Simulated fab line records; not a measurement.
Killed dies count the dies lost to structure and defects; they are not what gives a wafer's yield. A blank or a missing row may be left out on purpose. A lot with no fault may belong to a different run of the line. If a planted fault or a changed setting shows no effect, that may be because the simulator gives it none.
What tool caused it? :: flow gf180mcu :: 7 lots with 21 wafers sampled at 2 steps, on a route of 602 steps

## WHAT EACH GAUGE READ, for each wafer
GF_HV_LDD_TW_MEAS_38.
lot: L671
measured: day 11 21:46
on: film metro-01
HV_LDD_3_TW: 1413 1412 1410

lot: L673
measured: day 12 20:54
on: film metro-04
HV_LDD_3_TW: 1441 1433 1432

lot: L676
measured: day 13 15:33
on: film metro-04
HV_LDD_3_TW: 1430 1430 1434

lot: L683
measured: day 15 22:22
on: film metro-04
HV_LDD_3_TW: 1447 1440 1438

lot: L687
measured: day 16 21:26
on: film metro-01
HV_LDD_3_TW: 1388 1386 1385

lot: L690
measured: day 18 03:20
on: film metro-04
HV_LDD_3_TW: 1430 1437 1422

lot: L693
measured: day 19 00:10
on: film metro-01
HV_LDD_3_TW: 1408 1407 1405

## WHAT TOOL EACH LOT RAN ON (gives the tool, then ch and the chambers of the sampled wafers, and finally the start)
lot: L671
GF_STI_WET_ETCH_17: wet bench-03 ch 3, day 2 06:23

lot: L673
GF_STI_WET_ETCH_17: wet bench-02 ch 0, day 2 18:40

lot: L676
GF_STI_WET_ETCH_17: wet bench-02 ch 0, day 3 08:22

lot: L683
GF_STI_WET_ETCH_17: wet bench-02 ch 0, day 4 22:58

lot: L687
GF_STI_WET_ETCH_17: wet bench-02 ch 2, day 5 18:35

lot: L690
GF_STI_WET_ETCH_17: wet bench-03 ch 1, day 6 09:34

lot: L693
GF_STI_WET_ETCH_17: wet bench-03 ch 2, day 7 02:31
- GF_STI_WET_ETCH_17: etches Si3N4 in H3PO4, target depth 45 nm, time 514 s.

## THE ANSWER, worked out from the rows above alone
Rule: what is usual is taken from the lots themselves. Put in order of their means at a reading, lots are off if they are a third of the lots or fewer, leave a main group of 4 or more, and stand apart from it by a gap of 3 or more times the standard deviation of the main group's means; of several such gaps the widest counts. A main group is skipped when, at the precision printed for the reading in the tables above, its means are all equal. A lot without any number at a reading at which 4 lots or more have one is off too. The other lots that the step has rows for count as sound.
None of the lots is off at any reading shown; this tells nothing.

## WHAT THE SIMULATOR HAD INSERTED
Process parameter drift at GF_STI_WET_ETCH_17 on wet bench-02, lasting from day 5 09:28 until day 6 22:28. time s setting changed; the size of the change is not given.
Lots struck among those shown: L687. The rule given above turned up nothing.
